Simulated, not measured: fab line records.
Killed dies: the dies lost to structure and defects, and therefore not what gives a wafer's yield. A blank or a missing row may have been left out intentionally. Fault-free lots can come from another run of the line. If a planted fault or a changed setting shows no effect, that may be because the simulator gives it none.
Chamber matching :: flow sky130 :: SKY_VIA3_CMP_02 on cmp-02 has 4 sister chambers
The step polishes SiO2. 4 wafers are shown with their chamber, then 8 later ones without.

## WAFERS PAIRED WITH THEIR CHAMBERS
wafer: L924.1
chamber: 3
motor current A (A): 10.2

wafer: L924.2
chamber: 1
motor current A (A): 13.5

wafer: L924.4
chamber: 2
motor current A (A): 10.8

wafer: L928.2
chamber: 0
motor current A (A): 11.6

## WAFERS WITHOUT THEIR CHAMBER
wafer: L928.4
motor current A (A): 13.3

wafer: L928.5
motor current A (A): 10.0

wafer: L933.1
motor current A (A): 10.3

wafer: L933.3
motor current A (A): 11.4

wafer: L933.5
motor current A (A): 14.0

wafer: L934.2
motor current A (A): 10.0

wafer: L934.3
motor current A (A): 11.1

wafer: L934.6
motor current A (A): 13.7

## EACH ONE'S CHAMBER
wafer: L928.4
from the rows above: 1
in truth: 1

wafer: L928.5
from the rows above: 3
in truth: 3

wafer: L933.1
from the rows above: can't be placed: 3 or 2
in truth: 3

wafer: L933.3
from the rows above: can't be placed: 0 or 2
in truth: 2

wafer: L933.5
from the rows above: 1
in truth: 1

wafer: L934.2
from the rows above: 3
in truth: 3

wafer: L934.3
from the rows above: can't be placed: 2 or 0
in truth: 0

wafer: L934.6
from the rows above: 1
in truth: 1
Correctly placed: 5 of 8. These rows do not allow placing 3 (true chamber among the candidates in 3). Number placed wrongly: 0.
How it was worked out, from the rows above alone: a wafer's distance from a chamber is the root of the sum, over the readings, of the square of ((its reading less the chamber's mean) divided by the reading's scatter). The wafer belongs to the nearest chamber; if the next one is less than 2 further off, it can't be placed. Each chamber's mean is taken over the wafers shown for it. The scatter: with one shown wafer a chamber, the root of the mean of the squares of how far each hidden wafer lies from its nearest shown one.
